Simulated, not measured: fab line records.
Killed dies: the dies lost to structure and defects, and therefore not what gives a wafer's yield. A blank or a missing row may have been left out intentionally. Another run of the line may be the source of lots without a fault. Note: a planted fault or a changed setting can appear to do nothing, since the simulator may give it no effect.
Which tool was responsible? -- flow sky130 -- 14 lots, 42 wafers sampled, at 4 steps of a route of 708

WHAT THE GAUGES SHOWED, per wafer
SKY_SD_N_CD_MEAS_07: the cd target is 380 nm.
lot,measured,on,cd_nm (nm)
L120,day 28 21:37,cd_sem-02,382.0 378.5 382.0
L122,day 29 10:36,cd_sem-01,380.6 381.0 379.7
L123,day 29 17:48,cd_sem-02,381.6 382.4 383.0
L125,day 30 09:18,cd_sem-01,377.5 377.2 375.8
L127,day 31 02:31,cd_sem-01,381.1 378.5 382.5
L128,day 31 04:33,cd_sem-01,378.3 379.1 379.2
L129,day 31 12:58,cd_sem-02,382.1 381.7 381.8
L130,day 32 06:00,cd_sem-01,375.5 378.0 377.4
L135,day 33 17:40,cd_sem-01,380.9 380.1 383.2
L139,day 34 23:23,cd_sem-01,376.2 376.0 377.2
L140,day 35 01:53,cd_sem-01,381.1 377.9 379.8
L141,day 35 10:38,cd_sem-01,380.7 382.5 378.5
L142,day 35 16:31,cd_sem-02,375.5 377.4 377.8
L143,day 36 02:58,cd_sem-01,376.4 374.9 374.6

SKY_CONTACT_BOW_MEAS_05.
lot,measured,on,CONTACT_BOW (um)
L120,day 31 12:19,film_metro-04,75 85 73
L122,day 32 00:40,film_metro-02,77 78 84
L123,day 32 08:04,film_metro-04,74 81 76
L125,day 32 21:50,film_metro-02,83 82 90
L127,day 33 16:31,film_metro-02,89 65 79
L128,day 33 17:38,film_metro-04,73 87 95
L129,day 34 01:35,film_metro-02,85 78 85
L130,day 34 18:03,film_metro-04,81 85 78
L135,day 36 03:38,film_metro-03,86 83 81
L139,day 37 10:13,film_metro-02,77 89 74
L140,day 37 12:19,film_metro-03,94 89 81
L141,day 37 20:20,film_metro-04,87 91 87
L142,day 38 01:54,film_metro-02,82 75 81
L143,day 38 12:13,film_metro-04,67 86 82

EACH LOT AND THE TOOL THAT RAN IT (in order: tool; ch and the chambers of the sampled wafers; start)
lot,SKY_POLY_CUT_STRIP_12,SKY_LOCAL_INTERCONNECT_SOFTBAKE_07
L120,"plasma_asher-02 ch 0,1, day 25 03:18","litho_track-01 ch 0, day 30 20:00"
L122,"plasma_asher-03 ch 0,1, day 25 19:04","litho_track-01 ch 0, day 31 09:00"
L123,"plasma_asher-02 ch 0,1, day 26 00:53","litho_track-02 ch 0, day 31 15:00"
L125,"plasma_asher-04 ch 0,1, day 26 18:02","litho_track-01 ch 0, day 32 06:00"
L127,"plasma_asher-02 ch 0,1, day 27 12:33","litho_track-02 ch 0, day 33 00:00"
L128,"plasma_asher-02 ch 0,1, day 27 14:06","litho_track-02 ch 0, day 33 02:00"
L129,"plasma_asher-03 ch 0,1, day 27 21:28","litho_track-02 ch 0, day 33 09:00"
L130,"plasma_asher-02 ch 0,1, day 28 15:46","litho_track-01 ch 0, day 34 03:00"
L135,"plasma_asher-04 ch 0,1, day 30 04:33","litho_track-01 ch 0, day 35 12:00"
L139,"plasma_asher-04 ch 0,1, day 31 08:03","litho_track-01 ch 0, day 36 18:00"
L140,"plasma_asher-02 ch 0,1, day 31 16:30","litho_track-01 ch 0, day 36 20:00"
L141,"plasma_asher-03 ch 0,1, day 32 01:17","litho_track-01 ch 0, day 37 06:00"
L142,"plasma_asher-04 ch 0,1, day 32 07:07","litho_track-03 ch 0, day 37 12:00"
L143,"plasma_asher-04 ch 0,1, day 32 14:52","litho_track-02 ch 0, day 37 21:00"
- SKY_POLY_CUT_STRIP_12: strips in O2/N2.
- SKY_LOCAL_INTERCONNECT_SOFTBAKE_07: time 90 s.

AS READ BY THE TOOLS THEMSELVES (means over the sampled wafers that have a number; for cases with no such wafer, the mark the record gives instead)
SKY_POLY_CUT_STRIP_12.
lot,tool,drypump_motor_current_A (A),oes_product_au (a.u.),strip_time_to_endpoint_s (s)
L120,plasma_asher-02,6.1,0.448,5.348
L122,plasma_asher-03,5.3,0.452,5.350
L123,plasma_asher-02,6.0,0.452,5.335
L125,plasma_asher-04,5.5,0.453,5.331
L127,plasma_asher-02,6.0,0.452,5.341
L128,plasma_asher-02,6.0,0.451,5.349
L129,plasma_asher-03,5.3,0.455,5.359
L130,plasma_asher-02,6.0,0.450,5.361
L135,plasma_asher-04,5.5,0.452,5.351
L139,plasma_asher-04,5.8,0.452,5.367
L140,plasma_asher-02,6.0,0.449,5.333
L141,plasma_asher-03,5.4,0.452,5.377
L142,plasma_asher-04,5.8,0.450,5.381
L143,plasma_asher-04,5.8,0.453,5.346

SKY_LOCAL_INTERCONNECT_SOFTBAKE_07.
lot,tool,run_length_s (s)
L120,litho_track-01,119.18
L122,litho_track-01,119.40
L123,litho_track-02,118.99
L125,litho_track-01,119.26
L127,litho_track-02,118.95
L128,litho_track-02,118.97
L129,litho_track-02,119.05
L130,litho_track-01,119.14
L135,litho_track-01,119.13
L139,litho_track-01,128.15
L140,litho_track-01,128.02
L141,litho_track-01,127.94
L142,litho_track-03,118.93
L143,litho_track-02,118.91

THE ANSWER, worked out from the rows above alone
Rule: what is usual is taken from the lots themselves. The widest of any qualifying gaps counts: lots, ordered by their means at a reading, are off when they make up no more than a third of the lots, leave a main group of 4 or more, and stand apart from it by 3 or more times the standard deviation of that group's means. A main group whose means are all the same, to the digits that the tables above print for the reading, isn't used. A lot without any number at a reading at which 4 lots or more have one is off too. Where the step has rows for the other lots, those lots are counted as sound. After the gauges, taken in route order, come the tools' own readings; for these a lot's mean is taken, as printed above. At the first step where some lot is off, the reading lying furthest off is the one used; lots without a number count as furthest.
Off at SKY_LOCAL_INTERCONNECT_SOFTBAKE_07 (run_length_s): L139, L140, L141. For the main group the mean is 119.08 s and the standard deviation 0.15.
If a tool, at that step or one of the process steps before it, ran each lot that is off and ran no sound lot following the first of them, it fits. One fits: SKY_LOCAL_INTERCONNECT_SOFTBAKE_07 on litho_track-01. Its last sound lot is L135 (day 35 12:00), its first lot that is off L139 (day 36 18:00): a fault that began between those two fits.
On the lots that are off, the tool's own readings at SKY_LOCAL_INTERCONNECT_SOFTBAKE_07 differ by more than 5 times the standard deviation of the sound lots' means, which bears it out; run_length_s reads 128.04 s there versus 119.08 s on the sound lots.

WHAT HAD BEEN PUT IN BY THE SIMULATOR
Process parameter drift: litho_track-01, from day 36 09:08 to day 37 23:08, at SKY_LOCAL_INTERCONNECT_SOFTBAKE_07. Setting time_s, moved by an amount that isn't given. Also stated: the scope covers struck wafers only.
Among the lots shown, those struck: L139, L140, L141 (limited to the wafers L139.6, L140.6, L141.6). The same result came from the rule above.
